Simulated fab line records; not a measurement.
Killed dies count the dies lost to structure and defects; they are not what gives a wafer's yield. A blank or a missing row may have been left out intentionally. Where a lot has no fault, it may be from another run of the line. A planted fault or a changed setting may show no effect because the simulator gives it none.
Check of tool commonality ; flow gf180mcu ; 42 wafers sampled across 12 lots

THE REASON FOR OPENING IT
2 of 12 lots carry a flag on the reading NSD_RS at GF_PSD_RS_MEAS_14. Fault-free wafers read 46.18 ohm/sq, with a standard deviation of 0.092.
Rule: a lot is flagged when every wafer of it that has a number lies more than 4 standard deviations from that mean, or none has a number. All remaining lots are regarded as sound.

lot;measured;on;NSD_RS (ohm/sq), wafer by wafer;flag
L879;day 14 15:38;film metro-03;46.08 46.21 46.16;
L880;day 14 21:50;film metro-03;46.16 46.03 46.09;
L882;day 15 10:59;film metro-03;46.24 46.22 46.30;
L887;day 17 07:47;film metro-03;46.17 46.17 46.09;
L888;day 17 15:44;film metro-02;46.14 46.27 46.15;
L890;day 18 10:40;film metro-02;42.74 42.70 42.72 42.73 42.68 42.62;FLAGGED
L891;day 18 21:17;film metro-01;46.05 46.19 46.08;
L893;day 19 13:07;film metro-02;42.82 42.74 42.74 42.74 42.75 42.78;FLAGGED
L898;day 21 11:37;film metro-03;46.27 46.14 46.18;
L900;day 22 00:50;film metro-03;46.39 46.21 46.25;
L899;day 22 01:07;film metro-02;45.99 45.96 46.04;
L901;day 22 06:35;film metro-01;46.08 46.06 46.20;
On average the flagged lots' numbers are 42.73 ohm/sq, which is -3.45 ohm/sq against the usual, or -37 standard deviations.

EACH LOT AND THE TOOL IT RAN ON
The record holds 1 process step before the reading, out of a route of 602 steps. In each cell: the tool, then ch and the chambers that the sampled wafers went through, then the start.
lot;flag;GF_PSD_RTA_13
L879;;rtp anneal-01 ch 0, day 14 15:32
L880;;rtp anneal-02 ch 0, day 14 21:45
L882;;rtp anneal-02 ch 0, day 15 10:53
L887;;rtp anneal-02 ch 0, day 17 07:42
L888;;rtp anneal-02 ch 0, day 17 15:40
L890;FLAGGED;rtp anneal-01 ch 0, day 18 10:34
L891;;rtp anneal-02 ch 0, day 18 21:11
L893;FLAGGED;rtp anneal-01 ch 0, day 19 13:02
L898;;rtp anneal-02 ch 0, day 21 11:32
L900;;rtp anneal-01 ch 0, day 22 00:44
L899;;rtp anneal-01 ch 0, day 22 01:01
L901;;rtp anneal-01 ch 0, day 22 06:29
What these steps do:
- GF_PSD_RTA_13: time 20 s.
- GF_PSD_RS_MEAS_14: measures by four-point-probe.

FLAGGED AGAINST TOTAL, ONE TOOL AT A TIME (gauges that did the reading follow at the end)
step;tool;lots run;flagged;share of the flagged lots;sound lots run after its first flagged lot
GF_PSD_RTA_13;rtp anneal-01;6;2;all;3 (L900,L899,L901)
GF_PSD_RTA_13;rtp anneal-02;6;0;none;-
GF_PSD_RS_MEAS_14;film metro-01;2;0;none;-
GF_PSD_RS_MEAS_14;film metro-02;4;2;all;1 (L899)
GF_PSD_RS_MEAS_14;film metro-03;6;0;none;-

WHAT THE TABLE ALLOWS
Every flagged lot went through 2 rows of the table: rtp anneal-01 at GF_PSD_RTA_13 and film metro-02 at GF_PSD_RS_MEAS_14.
- rtp anneal-01 at GF_PSD_RTA_13 ran 6 lots, 2 of them flagged. After the first flagged lot (L900, L899, L901), sound lots still ran on it; a lasting fault on the whole tool would not permit that.
- film metro-02 at GF_PSD_RS_MEAS_14 ran 4 lots, 2 of them flagged. After the first flagged lot (L899), sound lots still ran on it; a lasting fault on the whole tool would not permit that.
There is no row in the table that ran each flagged lot and no sound lot after the first.

WHAT THE SIMULATOR PUT IN
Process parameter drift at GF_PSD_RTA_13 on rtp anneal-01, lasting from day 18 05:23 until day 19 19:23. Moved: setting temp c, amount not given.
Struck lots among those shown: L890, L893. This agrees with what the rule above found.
